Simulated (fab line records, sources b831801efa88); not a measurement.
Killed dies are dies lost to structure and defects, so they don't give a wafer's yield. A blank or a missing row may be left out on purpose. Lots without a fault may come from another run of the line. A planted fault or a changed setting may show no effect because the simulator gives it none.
Chamber matching | flow sky130 | SKY_FIELD_ISO_CMP_27 on cmp-01: 4 sister chambers
The step polishes, stops on Si3N4, t overpolish 16 s, target thk 457.8 nm. 24 wafers are shown with their chamber, then 12 later ones without.

WAFERS WITH THEIR CHAMBER
wafer  | chamber | motor_current_A (A) | time_to_endpoint_s (s) | overpolish_run_s (s)
L074.1 | 0       | 13.3                | 111                    | 16.004
L074.5 | 0       | 12.5                | 116                    | 16.006
L074.6 | 1       | 12.7                | 113                    | 15.992
L075.4 | 1       | 13.0                | 111                    | 15.992
L075.5 | 0       | 13.5                | 113                    | 16.011
L075.6 | 3       | 14.9                | 119                    | 16.010
L077.3 | 1       | 13.6                | 108                    | 16.005
L077.5 | 1       | 13.7                | 109                    | 15.997
L077.6 | 0       | 12.6                | 115                    | 16.016
L081.4 | 2       | 12.0                | 114                    | 15.985
L081.5 | 1       | 13.6                | 114                    | 15.993
L081.6 | 0       | 12.8                | 114                    | 15.982
L082.3 | 1       | 13.5                | 108                    | 16.002
L082.4 | 0       | 12.7                | 113                    | 15.991
L082.6 | 2       | 12.3                | 117                    | 16.000
L086.1 | 2       | 12.6                | 120                    | 16.007
L086.3 | 3       | 13.5                | 115                    | 16.007
L086.4 | 0       | 13.0                | 113                    | 16.003
L087.1 | 1       | 13.2                | 120                    | 16.009
L087.3 | 3       | 14.0                | 119                    | 16.008
L087.6 | 0       | 12.4                | 111                    | 15.996
L088.1 | 1       | 12.5                | 106                    | 16.011
L088.3 | 0       | 12.4                | 110                    | 15.996
L088.4 | 3       | 15.0                | 111                    | 15.999

SIGNATURES (means of the wafers above)
reading            | chamber 0 | chamber 1 | chamber 2 | chamber 3 | scatter within a chamber
motor_current_A    | 12.800    | 13.225    | 12.300    | 14.350    | 0.47
time_to_endpoint_s | 112.89    | 111.12    | 117.00    | 116.00    | 3.42
overpolish_run_s   | 16.00056  | 16.00013  | 15.99733  | 16.00600  | 0.00898
Rule: a wafer's distance from a chamber is the root of the sum, over the readings, of the square of ((its reading less the chamber's mean) divided by the reading's scatter). The wafer belongs to the nearest chamber; if the next one is less than 2 further off, it can't be placed. The scatter: the root of (the sum of the squares of (reading less its chamber's mean) over the shown wafers, divided by (wafers less chambers)).

WAFERS WITHOUT THEIR CHAMBER
wafer  | motor_current_A (A) | time_to_endpoint_s (s) | overpolish_run_s (s)
L092.1 | 12.4                | 115                    | 15.998
L092.3 | 12.5                | 112                    | 16.005
L092.5 | 12.8                | 111                    | 15.999
L094.3 | 13.8                | 113                    | 16.010
L094.5 | 12.7                | 108                    | 16.004
L094.6 | 14.0                | 113                    | 16.005
L095.2 | 13.6                | 107                    | 16.003
L095.4 | 12.8                | 113                    | 15.983
L095.6 | 13.9                | 110                    | 16.008
L097.1 | 12.0                | 116                    | 16.004
L097.4 | 13.2                | 116                    | 15.998
L097.5 | 11.9                | 112                    | 16.002

WHICH CHAMBER EACH WENT THROUGH
wafer  | from the rows above               | in truth
L092.1 | can't be placed: 2 or 0 or 1      | 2
L092.3 | can't be placed: 0 or 1 or 2      | 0
L092.5 | can't be placed: 0 or 1 or 2      | 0
L094.3 | can't be placed: 3 or 1 or 0      | 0
L094.5 | can't be placed: 0 or 1 or 2      | 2
L094.6 | can't be placed: 3 or 1 or 0      | 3
L095.2 | can't be placed: 1 or 0 or 3      | 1
L095.4 | can't be placed: 0 or 1 or 2      | 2
L095.6 | can't be placed: 1 or 3 or 0      | 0
L097.1 | can't be placed: 2 or 0 or 1      | 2
L097.4 | can't be placed: 0 or 1 or 2 or 3 | 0
L097.5 | can't be placed: 2 or 0 or 1      | 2
Placed correctly: 0 of 12. Can't be placed from these rows: 12 (the true chamber is among the candidates in 12). Placed wrongly: 0.
